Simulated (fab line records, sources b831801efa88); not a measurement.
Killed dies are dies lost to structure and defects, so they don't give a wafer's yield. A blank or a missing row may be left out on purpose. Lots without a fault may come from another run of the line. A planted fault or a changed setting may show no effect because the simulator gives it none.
fab line records | flow gf180mcu
record lots=24 wafers=72 last_day=34
route steps=602 shown POLY_GATE@167 HV_LDD@196 NSD@243
lots that met no fault: from a run of the same line without faults
start_h: hours from the record's first day to the start of the lot's first wafer shown | wait_h: hours since the lot's step before | " the same as in the row above | L1.1+2: a row that stands for several wafers | - no value, or no start given | * or withheld: withheld | < > ~ a bound
route shown NAME@n: a module of which the file shows steps, and the number in the route of the first | usual: mean/standard deviation of fault-free wafers | same: alike in all rows | chamber/n: place in a boat | sites: the reading at each site | _std_site: their standard deviation | _edge_site: outer sites' mean less inner sites' | radius_mm: how far each site lies from the wafer's centre | mask NAME#n: copy n | behind: the tool/chamber that last shaped the wafer | hold: why the lot was held/for how many hours/how that ended | device: the transistor (n, p or np) that didn't switch | end of line: the same wafers' tests at the end of the route | a step without rows: its recipe alone | killed: dies lost to structure and defects at the first sort, not the wafer's yield | map: a wafer's dies, x killed, . not, _ none there
set.NAME: the setting as run; set.NAME@STEP: as run at that earlier step | model.NAME: the simulator's own value behind a step, which no gauge read
steps of the route over a sample of lots; a table a step, a row a wafer
services: from which hour (start_h, from the record's first day; less than 0 if before it) a tool's chamber was out of use, for how many hours, and why
## steps
# step GF_POLY_GATE_CD_MEAS_10
# recipe target_cd_nm=280
# usual cd_nm=279.9/1.6
# columns lot.wafer tool chamber start_h wait_h cd_nm
L074.1 cd_sem-02 - 194.03 0.1 278.2
L074.4 " - " " 278.4
L074.6 " - " " 278.0
L075.3 cd_sem-02 - 199.76 0.1 281.7
L075.4 " - " " 281.2
L075.5 " - " " 281.1
L076.3 cd_sem-02 - 207.76 0.1 281.3
L076.4 " - " " 280.8
L076.5 " - " " 279.9
L077.1 cd_sem-02 - 217.58 0.2 280.4
L077.3 " - " " 280.6
L077.6 " - " " 279.9
L078.2 cd_sem-02 - 224.97 0.1 280.0
L078.3 " - " " 279.7
L078.6 " - " " 280.4
L079.2 cd_sem-02 - 237.44 0.1 280.4
L079.3 " - " " 279.7
L079.6 " - " " 280.1
L080.1 cd_sem-02 - 244.12 0.1 282.8
L080.2 " - " " 284.4
L080.5 " - " " 281.6
L081.3 cd_sem-02 - 249.51 0.1 281.1
L081.4 " - " " 281.8
L081.5 " - " " 280.6
L082.2 cd_sem-02 - 262.74 0.1 279.9
L082.3 " - " " 281.0
L082.4 " - " " 280.2
L083.2 cd_sem-01 - 269.42 0.1 281.4
L083.4 " - " " 280.5
L083.5 " - " " 281.8
L084.2 cd_sem-01 - 272.94 0.1 279.6
L084.3 " - " " 278.5
L084.5 " - " " 278.5
L085.1 cd_sem-02 - 276.10 0.1 280.3
L085.2 " - " " 280.6
L085.6 " - " " 279.4
L086.3 cd_sem-01 - 282.39 0.1 281.0
L086.5 " - " " 281.2
L086.6 " - " " 281.5
L087.2 cd_sem-01 - 289.62 0.1 278.6
L087.3 " - " " 280.1
L087.4 " - " " 280.7
L088.1 cd_sem-01 - 299.50 0.1 279.9
L088.2 " - " " 279.2
L088.5 " - " " 279.5
L089.1 cd_sem-02 - 302.30 0.1 280.1
L089.4 " - " " 281.5
L089.6 " - " " 280.1
L090.2 cd_sem-01 - 310.17 0.1 279.6
L090.3 " - " " 278.5
L090.6 " - " " 277.8
L091.2 cd_sem-02 - 315.94 0.1 278.6
L091.3 " - " " 278.6
L091.6 " - " " 278.2
L092.1 cd_sem-01 - 323.37 0.1 279.3
L092.3 " - " " 280.1
L092.4 " - " " 279.5
L093.1 cd_sem-01 - 332.62 0.1 274.7
L093.3 " - " " 275.9
L093.5 " - " " 276.7
L094.2 cd_sem-02 - 338.34 0.1 277.9
L094.5 " - " " 277.7
L094.6 " - " " 277.9
L095.2 cd_sem-01 - 351.82 0.1 281.5
L095.4 " - " " 282.0
L095.6 " - " " 281.9
L096.2 cd_sem-02 - 354.34 0.1 280.6
L096.4 " - " " 280.8
L096.6 " - " " 280.8
L097.3 cd_sem-01 - 360.91 0.1 277.3
L097.5 " - " " 278.5
L097.6 " - " " 277.4
# step GF_HV_LDD_OVL_MEAS_20
# usual HV_LDD_01_OVL=-0.5/1.5
# columns lot.wafer tool chamber start_h wait_h HV_LDD_01_OVL[nm]
L074.1 overlay-02 - 231.37 0.1 -0.1
L074.4 " - " " -2.3
L074.6 " - " " -1.5
L075.3 overlay-01 - 237.20 0.1 1.3
L075.4 " - " " 1.0
L075.5 " - " " 0.2
L076.3 overlay-01 - 245.53 0.1 -1.1
L076.4 " - " " -2.0
L076.5 " - " " -3.0
L077.1 overlay-02 - 257.49 0.1 2.6
L077.3 " - " " 2.0
L077.6 " - " " 2.1
L078.2 overlay-02 - 267.31 0.1 -2.3
L078.3 " - " " -2.4
L078.6 " - " " -2.7
L079.2 overlay-01 - 278.18 0.1 -0.8
L079.3 " - " " -2.6
L079.6 " - " " -1.0
L080.1 overlay-02 - 284.38 0.1 -1.4
L080.2 " - " " 0.7
L080.5 " - " " 1.0
L081.3 overlay-01 - 289.79 0.1 -0.8
L081.4 " - " " -1.8
L081.5 " - " " -1.7
L082.2 overlay-01 - 303.68 0.1 -1.7
L082.3 " - " " -1.6
L082.4 " - " " -0.3
L083.2 overlay-01 - 310.93 0.1 2.0
L083.4 " - " " 0.3
L083.5 " - " " 1.9
L084.2 overlay-01 - 314.50 0.1 0.4
L084.3 " - " " 0.2
L084.5 " - " " 0.2
L085.1 overlay-02 - 317.97 0.1 -0.4
L085.2 " - " " 0.4
L085.6 " - " " -1.6
L086.3 overlay-02 - 325.28 0.1 -0.9
L086.5 " - " " 2.3
L086.6 " - " " -0.5
L087.2 overlay-01 - 333.03 0.1 0.4
L087.3 " - " " 1.2
L087.4 " - " " 2.9
L088.1 overlay-01 - 343.24 0.1 -0.9
L088.2 " - " " 0.1
L088.5 " - " " -0.5
L089.1 overlay-02 - 348.82 0.1 -1.2
L089.4 " - " " -0.2
L089.6 " - " " -0.5
L090.2 overlay-01 - 355.15 0.1 -1.9
L090.3 " - " " -2.5
L090.6 " - " " -2.1
L091.2 overlay-02 - 361.60 0.1 2.6
L091.3 " - " " 2.5
L091.6 " - " " 1.5
L092.1 overlay-01 - 368.49 0.1 -1.4
L092.3 " - " " -0.9
L092.4 " - " " -0.6
L093.1 overlay-02 - 378.44 0.1 -3.9
L093.3 " - " " -2.0
L093.5 " - " " -1.0
L094.2 overlay-02 - 385.43 0.1 0.1
L094.5 " - " " 0.0
L094.6 " - " " 0.2
L095.2 overlay-01 - 399.68 0.1 1.4
L095.4 " - " " -0.6
L095.6 " - " " 2.2
L096.2 overlay-01 - 404.58 0.1 -1.3
L096.4 " - " " -1.8
L096.6 " - " " -2.3
L097.3 overlay-01 - 410.78 0.1 -1.1
L097.5 " - " " -1.1
L097.6 " - " " -1.8
# step GF_HV_LDD_STRIP_37
# recipe chemistry=O2/N2 power_w=1400 pressure_mtorr=1500 platen_temp_c=250 o2_flow_sccm=3000 n2_flow_sccm=300 overash_fraction=0.5
# usual drypump_motor_current_A=5.7/0.46 heater_power_w=326/35 o2_flow_sccm=3000/8.9 oes_product_au=0.716/0.0046 strip_time_to_endpoint_s=12.62/0.035
# same overash_fraction=0.5
# columns lot.wafer tool chamber start_h wait_h drypump_motor_current_A heater_power_w o2_flow_sccm oes_product_au rf_hours_counter_h strip_time_to_endpoint_s
L074.1 plasma_asher-01 1 249.56 0.1 5.1 378 3006 0.721 45 12.64
L074.4 " 0 " " 5.6 303 3000 0.712 - 12.62
L074.6 " 0 " " 5.6 302 2991 0.715 - 12.62
L075.3 plasma_asher-04 0 256.24 0.1 5.3 318 3012 0.714 - 12.61
L075.4 " 1 " " 6.4 290 3012 0.723 - 12.60
L075.5 " 1 " " 6.3 294 3008 0.711 - 12.60
L076.3 plasma_asher-04 0 264.59 0.1 5.3 317 3007 0.711 - 12.65
L076.4 " 1 " " 6.4 287 2999 0.721 - 12.69
L076.5 " 1 " " 6.4 292 2998 0.707 - 12.66
L077.1 plasma_asher-03 1 277.28 0.1 5.9 311 2993 0.723 61 12.70
L077.3 " 0 " " 6.1 353 2999 0.720 - 12.65
L077.6 " 0 " " 6.1 364 3000 0.711 - 12.64
L078.2 plasma_asher-04 0 286.86 0.1 5.3 322 3003 0.714 18 12.62
L078.3 " 0 " " 5.4 308 3004 0.714 - 12.65
L078.6 " 1 " " 6.4 285 3002 0.713 - 12.67
L079.2 plasma_asher-03 0 298.38 0.1 6.1 366 3009 0.721 63 12.59
L079.3 " 1 " " 6.0 316 2999 0.715 - 12.61
L079.6 " 0 " " 6.1 371 3009 0.719 - 12.65
L080.1 plasma_asher-01 1 305.43 0.1 5.1 383 3008 0.719 52 12.64
L080.2 " 0 " " 5.6 303 2990 0.715 52 12.60
L080.5 " 0 " " 5.6 304 2984 0.718 - 12.67
L081.3 plasma_asher-04 0 310.65 0.1 5.3 319 3005 0.715 - 12.61
L081.4 " 1 " " 6.4 288 2987 0.722 - 12.64
L081.5 " 1 " " 6.4 290 2989 0.708 - 12.66
L082.2 plasma_asher-04 0 325.36 0.1 5.4 311 3002 0.723 22 12.65
L082.3 " 0 " " 5.3 316 2999 0.717 - 12.65
L082.4 " 1 " " 6.4 284 3000 0.707 - 12.67
L083.2 plasma_asher-03 0 332.76 0.1 6.1 366 2990 0.723 67 12.71
L083.4 " 1 " " 6.0 309 3002 0.726 - 12.71
L083.5 " 0 " " 6.1 365 2999 0.720 - 12.73
L084.2 plasma_asher-03 0 336.81 0.1 6.1 360 3002 0.722 67 12.59
L084.3 " 1 " " 5.9 319 2982 0.718 - 12.60
L084.5 " 0 " " 6.1 364 3000 0.711 - 12.62
L085.1 plasma_asher-04 1 339.76 0.1 6.4 288 2993 0.717 24 12.62
L085.2 " 0 " " 5.3 310 3000 0.716 24 12.67
L085.6 " 1 " " 6.4 291 2988 0.709 - 12.58
L086.3 plasma_asher-04 0 347.70 0.1 5.3 322 3001 0.718 - 12.56
L086.5 " 1 " " 6.4 283 2985 0.716 - 12.59
L086.6 " 0 " " 5.3 314 3012 0.711 - 12.57
L087.2 plasma_asher-01 0 355.21 0.1 5.6 299 2996 0.705 57 12.62
L087.3 " 0 " " 5.6 295 3024 0.715 - 12.65
L087.4 " 1 " " 5.1 388 3002 0.725 - 12.59
L088.1 plasma_asher-04 0 365.68 0.1 5.4 328 2994 0.707 26 12.62
L088.2 " 1 " " 6.4 286 3017 0.717 26 12.65
L088.5 " 1 " " 6.4 294 2992 0.718 - 12.56
L089.1 plasma_asher-03 1 371.53 0.1 5.9 321 3004 0.716 71 12.57
L089.4 " 1 " " 5.9 310 3005 0.717 - 12.63
L089.6 " 0 " " 6.1 358 2996 0.721 - 12.60
L090.2 plasma_asher-01 0 377.91 0.1 5.6 308 3003 0.715 60 12.61
L090.3 " 0 " " 5.6 301 3012 0.712 - 12.65
L090.6 " 1 " " 5.1 380 2995 0.715 - 12.63
L091.2 plasma_asher-04 1 384.28 0.1 6.4 286 2999 0.716 28 12.55
L091.3 " 0 " " 5.4 316 2999 0.718 - 12.62
L091.6 " 1 " " 6.4 293 2992 0.726 - 12.58
L092.1 plasma_asher-01 1 392.58 0.1 5.1 389 3010 0.716 61 12.62
L092.3 " 1 " " 5.1 391 3002 0.712 - 12.65
L092.4 " 0 " " 5.6 304 3005 0.717 - 12.62
L093.1 plasma_asher-04 1 402.36 0.1 6.4 287 3002 0.716 30 12.62
L093.3 " 0 " " 5.3 318 2997 0.714 - 12.60
L093.5 " 1 " " 6.4 283 3005 0.722 - 12.62
L094.2 plasma_asher-01 1 408.86 0.1 5.1 381 2995 0.715 63 12.62
L094.5 " 0 " " 5.6 301 3000 0.724 - 12.63
L094.6 " 1 " " 5.1 393 3011 0.709 - 12.60
L095.2 plasma_asher-03 1 424.61 0.1 5.9 316 2981 0.712 76 12.62
L095.4 " 0 " " 6.1 364 3005 0.716 - 12.64
L095.6 " 1 " " 5.9 316 2979 0.716 - 12.59
L096.2 plasma_asher-01 0 429.73 0.1 5.6 302 2999 0.713 66 12.61
L096.4 " 1 " " 5.1 379 2998 0.716 - 12.56
L096.6 " 1 " " 5.1 379 2990 0.712 - 12.59
L097.3 plasma_asher-01 0 435.64 0.1 5.6 300 2997 0.714 - 12.60
L097.5 " 0 " " 5.6 296 2998 0.719 - 12.60
L097.6 " 1 " " 5.1 376 2998 0.718 - 12.59
# step GF_HV_LDD_THK_MEAS_57
# recipe reads=Si3N4_of_HV_LDD_CVD_56
# usual HV_LDD_CVD_56_THK=89.7/0.79
# columns lot.wafer tool chamber start_h wait_h HV_LDD_CVD_56_THK[nm]
L074.1 film_metro-02 - 271.73 0.0 89.9
L074.4 " - " " 89.2
L074.6 " - " " 90.7
L075.3 film_metro-01 - 280.01 0.0 88.8
L075.4 " - " " 88.6
L075.5 " - " " 88.3
L076.3 film_metro-02 - 288.96 0.0 89.8
L076.4 " - " " 90.7
L076.5 " - " " 90.0
L077.1 film_metro-02 - 300.23 0.0 90.7
L077.3 " - " " 90.3
L077.6 " - " " 91.3
L078.2 film_metro-03 - 309.67 0.0 88.7
L078.3 " - " " 89.0
L078.6 " - " " 88.3
L079.2 film_metro-03 - 322.48 0.0 90.0
L079.3 " - " " 90.9
L079.6 " - " " 90.4
L080.1 film_metro-01 - 329.99 0.0 90.0
L080.2 " - " " 89.6
L080.5 " - " " 90.1
L081.3 film_metro-02 - 335.58 0.0 90.3
L081.4 " - " " 89.7
L081.5 " - " " 90.6
L082.2 film_metro-02 - 350.99 0.0 90.0
L082.3 " - " " 89.9
L082.4 " - " " 90.3
L083.2 film_metro-03 - 359.43 0.0 89.1
L083.4 " - " " 89.5
L083.5 " - " " 88.9
L084.2 film_metro-02 - 361.18 0.0 90.2
L084.3 " - " " 89.9
L084.5 " - " " 90.0
L085.1 film_metro-03 - 364.38 0.0 89.2
L085.2 " - " " 88.5
L085.6 " - " " 89.2
L086.3 film_metro-02 - 372.60 0.0 89.2
L086.5 " - " " 89.3
L086.6 " - " " 88.9
L087.2 film_metro-01 - 380.34 0.0 89.3
L087.3 " - " " 89.3
L087.4 " - " " 89.3
L088.1 film_metro-01 - 391.70 0.0 91.5
L088.2 " - " " 92.0
L088.5 " - " " 91.4
L089.1 film_metro-02 - 397.85 0.0 89.0
L089.4 " - " " 89.1
L089.6 " - " " 89.1
L090.2 film_metro-01 - 403.74 0.0 90.5
L090.3 " - " " 89.8
L090.6 " - " " 90.0
L091.2 film_metro-02 - 410.62 0.0 90.0
L091.3 " - " " 89.0
L091.6 " - " " 89.2
L092.1 film_metro-03 - 421.59 0.0 89.8
L092.3 " - " " 89.4
L092.4 " - " " 89.7
L093.1 film_metro-03 - 429.02 0.0 89.7
L093.3 " - " " 89.2
L093.5 " - " " 89.7
L094.2 film_metro-01 - 435.48 0.0 89.2
L094.5 " - " " 88.7
L094.6 " - " " 88.1
L095.2 film_metro-03 - 452.24 0.0 89.5
L095.4 " - " " 89.5
L095.6 " - " " 89.6
L096.2 film_metro-03 - 458.99 0.0 90.2
L096.4 " - " " 89.9
L096.6 " - " " 90.4
L097.3 film_metro-03 - 464.01 0.0 91.1
L097.5 " - " " 91.4
L097.6 " - " " 90.2
# step GF_NSD_OVL_MEAS_08
# usual NSD_OVL=-0.8/1.3
# columns lot.wafer tool chamber start_h wait_h NSD_OVL[nm]
L074.1 overlay-01 - 291.28 0.1 -0.9
L074.4 " - " " -2.4
L074.6 " - " " -2.2
L075.3 overlay-01 - 300.09 0.1 -3.3
L075.4 " - " " -3.1
L075.5 " - " " -2.8
L076.3 overlay-02 - 309.63 0.1 -2.6
L076.4 " - " " -0.2
L076.5 " - " " 0.1
L077.1 overlay-01 - 320.72 0.1 -0.8
L077.3 " - " " 0.2
L077.6 " - " " 0.2
L078.2 overlay-02 - 329.93 0.1 -1.1
L078.3 " - " " -0.8
L078.6 " - " " -1.2
L079.2 overlay-01 - 343.83 0.1 -0.7
L079.3 " - " " -0.8
L079.6 " - " " -1.6
L080.1 overlay-02 - 351.49 0.1 -3.0
L080.2 " - " " -1.7
L080.5 " - " " -0.7
L081.3 overlay-01 - 357.55 0.1 -1.7
L081.4 " - " " -0.6
L081.5 " - " " 0.4
L082.2 overlay-02 - 372.84 0.1 -0.6
L082.3 " - " " -1.1
L082.4 " - " " -0.3
L083.2 overlay-02 - 382.08 0.1 1.0
L083.4 " - " " 1.5
L083.5 " - " " 0.8
L084.2 overlay-02 - 382.69 0.1 -1.1
L084.3 " - " " -1.7
L084.5 " - " " -2.5
L085.1 overlay-02 - 387.19 0.1 -0.6
L085.2 " - " " -0.2
L085.6 " - " " -3.1
L086.3 overlay-02 - 395.00 0.1 -1.6
L086.5 " - " " -1.1
L086.6 " - " " -0.8
L087.2 overlay-01 - 403.38 0.1 1.6
L087.3 " - " " 3.1
L087.4 " - " " 1.5
L088.1 overlay-01 - 415.93 0.1 -0.7
L088.2 " - " " -1.4
L088.5 " - " " -1.6
L089.1 overlay-01 - 421.62 0.1 0.1
L089.4 " - " " 0.7
L089.6 " - " " -0.1
L090.2 overlay-02 - 427.63 0.1 -1.1
L090.3 " - " " -0.2
L090.6 " - " " -2.0
L091.2 overlay-01 - 434.59 0.1 0.0
L091.3 " - " " 0.8
L091.6 " - " " 0.3
L092.1 overlay-02 - 445.87 0.1 -2.3
L092.3 " - " " -2.5
L092.4 " - " " -1.7
L093.1 overlay-01 - 454.22 0.1 -2.1
L093.3 " - " " -0.6
L093.5 " - " " -0.8
L094.2 overlay-02 - 459.98 0.1 -1.3
L094.5 " - " " 1.6
L094.6 " - " " 1.4
L095.2 overlay-02 - 476.23 0.1 -1.5
L095.4 " - " " -1.6
L095.6 " - " " -1.2
L096.2 overlay-02 - 483.23 0.1 -0.9
L096.4 " - " " -2.8
L096.6 " - " " -2.7
L097.3 overlay-02 - 487.80 0.1 1.5
L097.5 " - " " 1.4
L097.6 " - " " 1.0
# step GF_NSD_TW_MEAS_12
# usual NSD_TW=4250/79
# columns lot.wafer tool chamber start_h wait_h NSD_TW
L074.1 film_metro-02 - 291.71 0.1 4316
L074.4 " - " " 4341
L074.6 " - " " 4327
L075.3 film_metro-03 - 300.53 0.1 4121
L075.4 " - " " 4109
L075.5 " - " " 4126
L076.3 film_metro-02 - 310.08 0.1 4312
L076.4 " - " " 4370
L076.5 " - " " 4349
L077.1 film_metro-03 - 321.16 0.1 4160
L077.3 " - " " 4145
L077.6 " - " " 4147
L078.2 film_metro-04 - 330.37 0.1 4287
L078.3 " - " " 4249
L078.6 " - " " 4272
L079.2 film_metro-02 - 344.27 0.1 4311
L079.3 " - " " 4317
L079.6 " - " " 4324
L080.1 film_metro-02 - 351.92 0.1 4336
L080.2 " - " " 4315
L080.5 " - " " 4323
L081.3 film_metro-02 - 357.99 0.1 4339
L081.4 " - " " 4354
L081.5 " - " " 4341
L082.2 film_metro-03 - 373.28 0.1 4144
L082.3 " - " " 4160
L082.4 " - " " 4175
L083.2 film_metro-02 - 382.52 0.1 4300
L083.4 " - " " 4333
L083.5 " - " " 4352
L084.2 film_metro-02 - 383.13 0.1 4350
L084.3 " - " " 4333
L084.5 " - " " 4343
L085.1 film_metro-03 - 387.62 0.1 4139
L085.2 " - " " 4138
L085.6 " - " " 4156
L086.3 film_metro-04 - 395.44 0.1 4240
L086.5 " - " " 4237
L086.6 " - " " 4250
L087.2 film_metro-04 - 403.82 0.1 4240
L087.3 " - " " 4231
L087.4 " - " " 4239
L088.1 film_metro-02 - 416.36 0.1 4331
L088.2 " - " " 4330
L088.5 " - " " 4331
L089.1 film_metro-04 - 422.06 0.1 4190
L089.4 " - " " 4221
L089.6 " - " " 4242
L090.2 film_metro-03 - 428.07 0.1 4120
L090.3 " - " " 4121
L090.6 " - " " 4109
L091.2 film_metro-02 - 435.03 0.1 4321
L091.3 " - " " 4319
L091.6 " - " " 4298
L092.1 film_metro-03 - 446.31 0.1 4145
L092.3 " - " " 4144
L092.4 " - " " 4133
L093.1 film_metro-04 - 454.66 0.1 4238
L093.3 " - " " 4256
L093.5 " - " " 4239
L094.2 film_metro-03 - 460.42 0.1 4168
L094.5 " - " " 4139
L094.6 " - " " 4170
L095.2 film_metro-04 - 476.67 0.1 4209
L095.4 " - " " 4235
L095.6 " - " " 4218
L096.2 film_metro-02 - 483.67 0.1 4335
L096.4 " - " " 4327
L096.6 " - " " 4333
L097.3 film_metro-04 - 488.24 0.1 4257
L097.5 " - " " 4233
L097.6 " - " " 4243
## services
# columns tool chamber start_h hours kind
plasma_asher-03 - 252.26 2.8 pm
plasma_asher-01 - 272.03 0.4 repair
plasma_asher-04 - 341.75 2.7 repair
plasma_asher-03 - 348.40 1.1 repair
plasma_asher-04 - 426.68 7.7 pm
## key
fault none
